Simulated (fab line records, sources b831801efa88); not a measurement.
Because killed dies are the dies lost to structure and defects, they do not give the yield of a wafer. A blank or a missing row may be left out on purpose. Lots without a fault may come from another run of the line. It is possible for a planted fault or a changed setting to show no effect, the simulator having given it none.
Matching of chambers :: flow gf180mcu :: GF_V3_CMP_04 on cmp-02 has 4 sister chambers
The step polishes SiO2. 4 wafers are shown with their chamber, then 9 later ones without.

WAFERS WITH THEIR CHAMBER
wafer: L299.6
chamber: 0
motor_current_A (A): 11.5

wafer: L302.1
chamber: 1
motor_current_A (A): 10.7

wafer: L302.5
chamber: 3
motor_current_A (A): 11.6

wafer: L302.6
chamber: 2
motor_current_A (A): 11.8

WAFERS WITH NO CHAMBER GIVEN
wafer: L304.2
motor_current_A (A): 11.3

wafer: L304.3
motor_current_A (A): 11.4

wafer: L304.6
motor_current_A (A): 11.8

wafer: L305.1
motor_current_A (A): 10.9

wafer: L305.2
motor_current_A (A): 11.9

wafer: L305.3
motor_current_A (A): 11.2

wafer: L306.2
motor_current_A (A): 11.8

wafer: L306.3
motor_current_A (A): 10.9

wafer: L306.4
motor_current_A (A): 10.9

EACH ONE'S CHAMBER
wafer: L304.2
from the rows above: can't be placed: 0 or 3 or 2
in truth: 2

wafer: L304.3
from the rows above: can't be placed: 0 or 3 or 2
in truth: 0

wafer: L304.6
from the rows above: can't be placed: 2 or 3 or 0
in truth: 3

wafer: L305.1
from the rows above: 1
in truth: 1

wafer: L305.2
from the rows above: can't be placed: 2 or 3 or 0
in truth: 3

wafer: L305.3
from the rows above: can't be placed: 0 or 3 or 1 or 2
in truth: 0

wafer: L306.2
from the rows above: can't be placed: 2 or 3 or 0
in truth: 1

wafer: L306.3
from the rows above: 1
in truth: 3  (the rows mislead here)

wafer: L306.4
from the rows above: 1
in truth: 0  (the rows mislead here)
Correctly placed: 1 of 9. Cannot be placed on the basis of these rows: 6; the candidates contain the true chamber in 5. Wrongly placed: 2.
How it was worked out, from the rows above alone: a wafer's distance from a chamber is the root of the sum, over the readings, of the square of ((its reading less the chamber's mean) divided by the reading's scatter). If the next closest chamber is less than 2 further off than the closest, the wafer can't be placed; otherwise it belongs to the closest. For every chamber, the mean is computed from those of its wafers that are shown. The scatter (one wafer shown for each chamber): square how far every hidden wafer sits from the nearest shown wafer, average those squares and take the square root.
